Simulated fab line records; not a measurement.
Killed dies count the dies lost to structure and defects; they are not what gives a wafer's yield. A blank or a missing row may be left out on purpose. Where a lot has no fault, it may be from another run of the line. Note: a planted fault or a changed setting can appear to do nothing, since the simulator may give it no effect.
What tool caused it? || flow sky130 || 15 lots with 43 wafers sampled at 4 steps, on a route of 708 steps

WHAT THE GAUGES READ, wafer by wafer
No reading from a measuring or inspecting step in the record can be judged against a usual standard deviation.

EACH LOT AND THE TOOL THAT RAN IT (in order: tool; ch and the chambers of the sampled wafers; start)
{"lot": "L845", "SKY_METAL2_SPUTTER_03": "pvd-sputter-02, day 35 16:52", "SKY_METAL2_DESCUM_17": "rie-metal-04 ch 0,1, day 36 19:30", "SKY_VIA2_SOFTBAKE_08": "litho-track-03 ch 0, day 37 09:00", "SKY_CAPM_CVD_00": "pecvd-02 ch 0,1,2, day 38 01:44"}
{"lot": "L846", "SKY_METAL2_SPUTTER_03": "pvd-sputter-01, day 35 20:26", "SKY_METAL2_DESCUM_17": "rie-metal-02 ch 0,1, day 36 23:46", "SKY_VIA2_SOFTBAKE_08": "litho-track-02 ch 0, day 37 14:00", "SKY_CAPM_CVD_00": "pecvd-03 ch 0,2, day 38 06:33"}
{"lot": "L847", "SKY_METAL2_SPUTTER_03": "pvd-sputter-02, day 36 00:35", "SKY_METAL2_DESCUM_17": "rie-metal-02 ch 0,1, day 37 03:35", "SKY_VIA2_SOFTBAKE_08": "litho-track-03 ch 0, day 37 19:00", "SKY_CAPM_CVD_00": "pecvd-02 ch 0,1,2, day 38 10:28"}
{"lot": "L848", "SKY_METAL2_SPUTTER_03": "pvd-sputter-01, day 36 10:40", "SKY_METAL2_DESCUM_17": "rie-metal-02 ch 0,1, day 37 13:58", "SKY_VIA2_SOFTBAKE_08": "litho-track-02 ch 0, day 38 05:00", "SKY_CAPM_CVD_00": "pecvd-01 ch 0,1,2, day 38 20:20"}
{"lot": "L849", "SKY_METAL2_SPUTTER_03": "pvd-sputter-02, day 36 12:13", "SKY_METAL2_DESCUM_17": "rie-metal-03 ch 0, day 37 15:38", "SKY_VIA2_SOFTBAKE_08": "litho-track-02 ch 0, day 38 06:00", "SKY_CAPM_CVD_00": "pecvd-03 ch 0,1,2, day 38 21:07"}
{"lot": "L851", "SKY_METAL2_SPUTTER_03": "pvd-sputter-02, day 36 16:20", "SKY_METAL2_DESCUM_17": "rie-metal-02 ch 0,1, day 37 19:45", "SKY_VIA2_SOFTBAKE_08": "litho-track-01 ch 0, day 38 09:00", "SKY_CAPM_CVD_00": "pecvd-01 ch 1,2, day 39 00:40"}
{"lot": "L854", "SKY_METAL2_SPUTTER_03": "pvd-sputter-01, day 36 16:26", "SKY_METAL2_DESCUM_17": "rie-metal-03 ch 0,1, day 37 19:58", "SKY_VIA2_SOFTBAKE_08": "litho-track-03 ch 0, day 38 10:00", "SKY_CAPM_CVD_00": "pecvd-03 ch 1,2, day 39 01:13"}
{"lot": "L853", "SKY_METAL2_SPUTTER_03": "pvd-sputter-02, day 36 16:47", "SKY_METAL2_DESCUM_17": "rie-metal-02 ch 0, day 37 20:19", "SKY_VIA2_SOFTBAKE_08": "litho-track-02 ch 0, day 38 10:00", "SKY_CAPM_CVD_00": "pecvd-02 ch 0,1,2, day 39 01:34"}
{"lot": "L859", "SKY_METAL2_SPUTTER_03": "pvd-sputter-04, day 42 01:40", "SKY_METAL2_DESCUM_17": "rie-metal-03 ch 1, day 43 03:20", "SKY_VIA2_SOFTBAKE_08": "litho-track-03 ch 0, day 43 17:00", "SKY_CAPM_CVD_00": "pecvd-02 ch 0,2, day 44 06:31"}
{"lot": "L860", "SKY_METAL2_SPUTTER_03": "pvd-sputter-02, day 42 13:55", "SKY_METAL2_DESCUM_17": "rie-metal-03 ch 1, day 43 15:06", "SKY_VIA2_SOFTBAKE_08": "litho-track-03 ch 0, day 44 04:00", "SKY_CAPM_CVD_00": "pecvd-02 ch 1,2, day 44 18:17"}
{"lot": "L864", "SKY_METAL2_SPUTTER_03": "pvd-sputter-01, day 42 14:52", "SKY_METAL2_DESCUM_17": "rie-metal-02 ch 0, day 43 15:33", "SKY_VIA2_SOFTBAKE_08": "litho-track-02 ch 0, day 44 16:00", "SKY_CAPM_CVD_00": "pecvd-01 ch 0,2, day 45 05:31"}
{"lot": "L862", "SKY_METAL2_SPUTTER_03": "pvd-sputter-01, day 42 17:42", "SKY_METAL2_DESCUM_17": "rie-metal-04 ch 0,1, day 43 19:55", "SKY_VIA2_SOFTBAKE_08": "litho-track-03 ch 0, day 44 09:00", "SKY_CAPM_CVD_00": "pecvd-02 ch 2, day 44 22:54"}
{"lot": "L865", "SKY_METAL2_SPUTTER_03": "pvd-sputter-04, day 42 18:23", "SKY_METAL2_DESCUM_17": "rie-metal-03 ch 1, day 43 20:05", "SKY_VIA2_SOFTBAKE_08": "litho-track-02 ch 0, day 44 09:00", "SKY_CAPM_CVD_00": "pecvd-03 ch 0,2, day 44 23:35"}
{"lot": "L861", "SKY_METAL2_SPUTTER_03": "pvd-sputter-01, day 42 19:32", "SKY_METAL2_DESCUM_17": "rie-metal-04 ch 0,1, day 43 20:26", "SKY_VIA2_SOFTBAKE_08": "litho-track-03 ch 0, day 44 09:00", "SKY_CAPM_CVD_00": "pecvd-01 ch 1, day 44 23:52"}
{"lot": "L868", "SKY_METAL2_SPUTTER_03": "pvd-sputter-01, day 42 23:14", "SKY_METAL2_DESCUM_17": "rie-metal-03 ch 0,1, day 44 00:27", "SKY_VIA2_SOFTBAKE_08": "litho-track-01 ch 0, day 44 14:00", "SKY_CAPM_CVD_00": "pecvd-01 ch 0,2, day 45 03:56"}
- SKY_METAL2_SPUTTER_03: material Ti, target thk 5 nm, time 3.3 s.
- SKY_METAL2_DESCUM_17: chemistry O2, time 8 s.
- SKY_VIA2_SOFTBAKE_08: time 90 s.
- SKY_CAPM_CVD_00: deposits SiO2, target thk 15.5 nm.

AS READ BY THE TOOLS THEMSELVES (means over the sampled wafers that have a number; for cases with no such wafer, the mark the record gives instead)
SKY_METAL2_SPUTTER_03. Usual: throttle-valve-pct reads 29.4 % (standard deviation 0.98).
{"lot": "L845", "tool": "pvd-sputter-02", "throttle-valve-pct (%)": 30.0, "flag": ""}
{"lot": "L846", "tool": "pvd-sputter-01", "throttle-valve-pct (%)": 29.0, "flag": ""}
{"lot": "L847", "tool": "pvd-sputter-02", "throttle-valve-pct (%)": 30.1, "flag": ""}
{"lot": "L848", "tool": "pvd-sputter-01", "throttle-valve-pct (%)": 28.8, "flag": ""}
{"lot": "L849", "tool": "pvd-sputter-02", "throttle-valve-pct (%)": 29.5, "flag": ""}
{"lot": "L851", "tool": "pvd-sputter-02", "throttle-valve-pct (%)": 29.7, "flag": ""}
{"lot": "L854", "tool": "pvd-sputter-01", "throttle-valve-pct (%)": 28.7, "flag": ""}
{"lot": "L853", "tool": "pvd-sputter-02", "throttle-valve-pct (%)": 29.4, "flag": ""}
{"lot": "L859", "tool": "pvd-sputter-04", "throttle-valve-pct (%)": 29.4, "flag": ""}
{"lot": "L860", "tool": "pvd-sputter-02", "throttle-valve-pct (%)": 30.3, "flag": ""}
{"lot": "L864", "tool": "pvd-sputter-01", "throttle-valve-pct (%)": 29.2, "flag": ""}
{"lot": "L862", "tool": "pvd-sputter-01", "throttle-valve-pct (%)": 29.2, "flag": ""}
{"lot": "L865", "tool": "pvd-sputter-04", "throttle-valve-pct (%)": 30.6, "flag": ""}
{"lot": "L861", "tool": "pvd-sputter-01", "throttle-valve-pct (%)": 28.9, "flag": ""}
{"lot": "L868", "tool": "pvd-sputter-01", "throttle-valve-pct (%)": 28.9, "flag": ""}

SKY_METAL2_DESCUM_17. Usual: drypump-motor-current-A 5.5 A, standard deviation 0.35; oes-product-au 0.997 a.u., standard deviation 0.014.
{"lot": "L845", "tool": "rie-metal-04", "drypump-motor-current-A (A)": 5.8, "oes-product-au (a.u.)": 0.995, "flag": ""}
{"lot": "L846", "tool": "rie-metal-02", "drypump-motor-current-A (A)": 5.8, "oes-product-au (a.u.)": 0.999, "flag": ""}
{"lot": "L847", "tool": "rie-metal-02", "drypump-motor-current-A (A)": 5.8, "oes-product-au (a.u.)": 1.001, "flag": ""}
{"lot": "L848", "tool": "rie-metal-02", "drypump-motor-current-A (A)": 5.8, "oes-product-au (a.u.)": 0.996, "flag": ""}
{"lot": "L849", "tool": "rie-metal-03", "drypump-motor-current-A (A)": 5.7, "oes-product-au (a.u.)": 1.017, "flag": ""}
{"lot": "L851", "tool": "rie-metal-02", "drypump-motor-current-A (A)": 5.6, "oes-product-au (a.u.)": 1.003, "flag": ""}
{"lot": "L854", "tool": "rie-metal-03", "drypump-motor-current-A (A)": 5.2, "oes-product-au (a.u.)": 1.003, "flag": ""}
{"lot": "L853", "tool": "rie-metal-02", "drypump-motor-current-A (A)": 5.9, "oes-product-au (a.u.)": 0.989, "flag": ""}
{"lot": "L859", "tool": "rie-metal-03", "drypump-motor-current-A (A)": 5.0, "oes-product-au (a.u.)": 0.983, "flag": ""}
{"lot": "L860", "tool": "rie-metal-03", "drypump-motor-current-A (A)": 5.0, "oes-product-au (a.u.)": 0.981, "flag": ""}
{"lot": "L864", "tool": "rie-metal-02", "drypump-motor-current-A (A)": 5.9, "oes-product-au (a.u.)": 0.988, "flag": ""}
{"lot": "L862", "tool": "rie-metal-04", "drypump-motor-current-A (A)": 5.8, "oes-product-au (a.u.)": 1.002, "flag": ""}
{"lot": "L865", "tool": "rie-metal-03", "drypump-motor-current-A (A)": 5.0, "oes-product-au (a.u.)": 0.992, "flag": ""}
{"lot": "L861", "tool": "rie-metal-04", "drypump-motor-current-A (A)": 5.8, "oes-product-au (a.u.)": 1.004, "flag": ""}
{"lot": "L868", "tool": "rie-metal-03", "drypump-motor-current-A (A)": 5.2, "oes-product-au (a.u.)": 1.000, "flag": ""}

SKY_VIA2_SOFTBAKE_08. Usual: heater-power-total-W 57.35 W, standard deviation 0.11; run-length-s 119.27 s, standard deviation 0.22.
{"lot": "L845", "tool": "litho-track-03", "heater-power-total-W (W)": 57.24, "run-length-s (s)": 119.22, "flag": ""}
{"lot": "L846", "tool": "litho-track-02", "heater-power-total-W (W)": 57.36, "run-length-s (s)": 119.46, "flag": ""}
{"lot": "L847", "tool": "litho-track-03", "heater-power-total-W (W)": 57.40, "run-length-s (s)": 119.34, "flag": ""}
{"lot": "L848", "tool": "litho-track-02", "heater-power-total-W (W)": 57.41, "run-length-s (s)": 119.40, "flag": ""}
{"lot": "L849", "tool": "litho-track-02", "heater-power-total-W (W)": 57.35, "run-length-s (s)": 119.38, "flag": ""}
{"lot": "L851", "tool": "litho-track-01", "heater-power-total-W (W)": 57.44, "run-length-s (s)": 119.00, "flag": ""}
{"lot": "L854", "tool": "litho-track-03", "heater-power-total-W (W)": 57.46, "run-length-s (s)": 119.35, "flag": ""}
{"lot": "L853", "tool": "litho-track-02", "heater-power-total-W (W)": 57.46, "run-length-s (s)": 119.56, "flag": ""}
{"lot": "L859", "tool": "litho-track-03", "heater-power-total-W (W)": 57.29, "run-length-s (s)": 119.36, "flag": ""}
{"lot": "L860", "tool": "litho-track-03", "heater-power-total-W (W)": 78.05, "run-length-s (s)": 74.54, "flag": "OFF"}
{"lot": "L864", "tool": "litho-track-02", "heater-power-total-W (W)": 57.32, "run-length-s (s)": 119.46, "flag": ""}
{"lot": "L862", "tool": "litho-track-03", "heater-power-total-W (W)": 88.59, "run-length-s (s)": 52.05, "flag": "OFF"}
{"lot": "L865", "tool": "litho-track-02", "heater-power-total-W (W)": 57.29, "run-length-s (s)": 119.59, "flag": ""}
{"lot": "L861", "tool": "litho-track-03", "heater-power-total-W (W)": 88.20, "run-length-s (s)": 51.98, "flag": "OFF"}
{"lot": "L868", "tool": "litho-track-01", "heater-power-total-W (W)": 57.44, "run-length-s (s)": 118.98, "flag": ""}

SKY_CAPM_CVD_00. Usual: heater-power-w reads 669 W (standard deviation 77).
{"lot": "L845", "tool": "pecvd-02", "heater-power-w (W)": 674, "flag": ""}
{"lot": "L846", "tool": "pecvd-03", "heater-power-w (W)": 708, "flag": ""}
{"lot": "L847", "tool": "pecvd-02", "heater-power-w (W)": 717, "flag": ""}
{"lot": "L848", "tool": "pecvd-01", "heater-power-w (W)": 613, "flag": ""}
{"lot": "L849", "tool": "pecvd-03", "heater-power-w (W)": 728, "flag": ""}
{"lot": "L851", "tool": "pecvd-01", "heater-power-w (W)": 529, "flag": ""}
{"lot": "L854", "tool": "pecvd-03", "heater-power-w (W)": 784, "flag": ""}
{"lot": "L853", "tool": "pecvd-02", "heater-power-w (W)": 653, "flag": ""}
{"lot": "L859", "tool": "pecvd-02", "heater-power-w (W)": 664, "flag": ""}
{"lot": "L860", "tool": "pecvd-02", "heater-power-w (W)": 615, "flag": ""}
{"lot": "L864", "tool": "pecvd-01", "heater-power-w (W)": 560, "flag": ""}
{"lot": "L862", "tool": "pecvd-02", "heater-power-w (W)": 698, "flag": ""}
{"lot": "L865", "tool": "pecvd-03", "heater-power-w (W)": 769, "flag": ""}
{"lot": "L861", "tool": "pecvd-01", "heater-power-w (W)": 651, "flag": ""}
{"lot": "L868", "tool": "pecvd-01", "heater-power-w (W)": 638, "flag": ""}

THE ANSWER, worked out from the rows above alone
Rule: lot off if the mean of its wafers having a number is beyond 3 standard deviations from the usual mean. A lot without any number at a reading at which 4 lots or more have one is off too. All remaining lots with rows at the step are treated as sound. Order of review: gauges by route order, followed by the tools' own readings, for which a lot's mean as printed above is used. At the first step where some lot is off, the reading lying furthest off is the one used; lots without a number count as furthest.
Off at SKY_VIA2_SOFTBAKE_08 (run-length-s): L860, L862, L861.
A tool fits if, at that step or a process step before it, it ran every lot that is off, and no sound lot after the first of them. One fits: litho-track-03 at SKY_VIA2_SOFTBAKE_08. Its last sound lot is L859 (day 43 17:00), its first lot that is off L860 (day 44 04:00): a fault that began between those two fits.
The tool's own readings at SKY_VIA2_SOFTBAKE_08 bear it out: on the lots that are off they differ by more than 5 times the standard deviation of the sound lots' means. heater-power-total-W reads 84.95 W there against 57.37 W on the sound lots; run-length-s reads 59.52 s there against 119.34 s on the sound lots.

WHAT HAD BEEN PUT IN BY THE SIMULATOR
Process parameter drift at SKY_VIA2_SOFTBAKE_08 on litho-track-03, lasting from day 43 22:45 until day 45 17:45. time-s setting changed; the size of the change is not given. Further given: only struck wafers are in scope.
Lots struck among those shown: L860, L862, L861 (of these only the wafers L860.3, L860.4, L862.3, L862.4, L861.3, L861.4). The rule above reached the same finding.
